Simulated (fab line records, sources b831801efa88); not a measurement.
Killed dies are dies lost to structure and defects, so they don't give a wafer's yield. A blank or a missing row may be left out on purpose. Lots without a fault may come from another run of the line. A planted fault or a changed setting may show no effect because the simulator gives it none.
Problem report in the 8D (eight disciplines) form, filled by code | flow gf180mcu | the parts of the form that need people (team, actions taken, sign-off) are left out

1. THE PROBLEM
strip_time_to_endpoint_s at GF_STI_STRIP_15 reads a mean of 2.66 s on 4 wafers of 2 lots; wafers without a fault read 3.72 s with a standard deviation of 0.054. That is -20 standard deviations from the usual mean.
The step: strips in O2/N2.
First seen on wafer L494.1, day 4 21:11, on plasma_asher-01. The record holds 18 wafers of 6 lots with a number at this step. Rule for "out", or "out of limits": more than 4 standard deviations from the usual mean. The other wafers with a number count as sound.

2. WHAT IT IS AND WHAT IT IS NOT
question                    | is                                       | is not
which readings at this step | strip_time_to_endpoint_s, oes_product_au | drypump_motor_current_A, heater_power_w
which lots                  | L494, L496                               | L484, L486, L500, L504
which wafers of those lots  | L494.1, L494.2, L496.1, L496.2           | L494.6, L496.6
read on which tools         | plasma_asher-01                          | plasma_asher-02, plasma_asher-04
when                        | from day 4 21:11                         | up to then (7 sound wafers); but 7 sound wafers of L496, L500, L504 came after

3. SUSPECTS, AND WHAT RULES EACH OUT
Counting: a tool at a process step up to the reading stays a suspect if it ran every lot that is out. Sound lots after the first of them don't rule it out here, since some wafers of a struck lot are sound.
- rie_diel-03 at GF_STI_ETCH_13 (etches the open film in CHF3/O2, stops on Si, target depth 282.31 nm, time 112.9 s): kept. It ran every lot that is out, first L494 (day 4 21:02); its last sound lot up to then is L486 (day 3 03:31).
- plasma_asher-01 at GF_STI_STRIP_15 (strips in O2/N2): kept. It ran every lot that is out, first L494 (day 4 21:11); its last sound lot up to then is L486 (day 3 03:40). Its own readings are out on those wafers: oes_product_au, strip_time_to_endpoint_s.
Left after counting: rie_diel-03 at GF_STI_ETCH_13, plasma_asher-01 at GF_STI_STRIP_15.

4. THE CAUSE (what the simulator had put in)
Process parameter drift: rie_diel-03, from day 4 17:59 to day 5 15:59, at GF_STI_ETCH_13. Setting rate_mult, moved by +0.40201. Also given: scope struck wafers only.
Counting left 2 suspects, and this tool is among them.

5. THE CHAIN OF EFFECTS, in route order
Each row: a reading whose mean over the struck wafers that have a number lies more than 3 standard deviations from the usual. Only readings for which the record gives a usual standard deviation are gone through. hours: the time from each lot's start at the first step in this table that gives one to its start at this step, as a median over the lots. sigmas: the change in usual standard deviations.
hours | step            | reading                  | usual      | on struck wafers | change | sigmas
0     | GF_STI_STRIP_15 | oes_product_au           | 0.383 a.u. | 0.338            | -0.045 | -9.3
0     | GF_STI_STRIP_15 | strip_time_to_endpoint_s | 3.72 s     | 2.66             | -1.06  | -20
The process steps in it:
- GF_STI_STRIP_15: strips in O2/N2.

6. WHAT WOULD HAVE CAUGHT IT SOONER
In this record the first reading out of limits was taken at day 4 21:11, 3 hours after the fault began at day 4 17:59.
Of the tool readings at GF_STI_ETCH_13 for which the record gives a usual standard deviation, none was out on any struck wafer, so an alarm limit of 4 standard deviations on them would not have fired.
Of the lots that are out (2), L496 began GF_STI_ETCH_13 on rie_diel-03 after day 4 21:11. A hold on the tool at that time would have spared it.
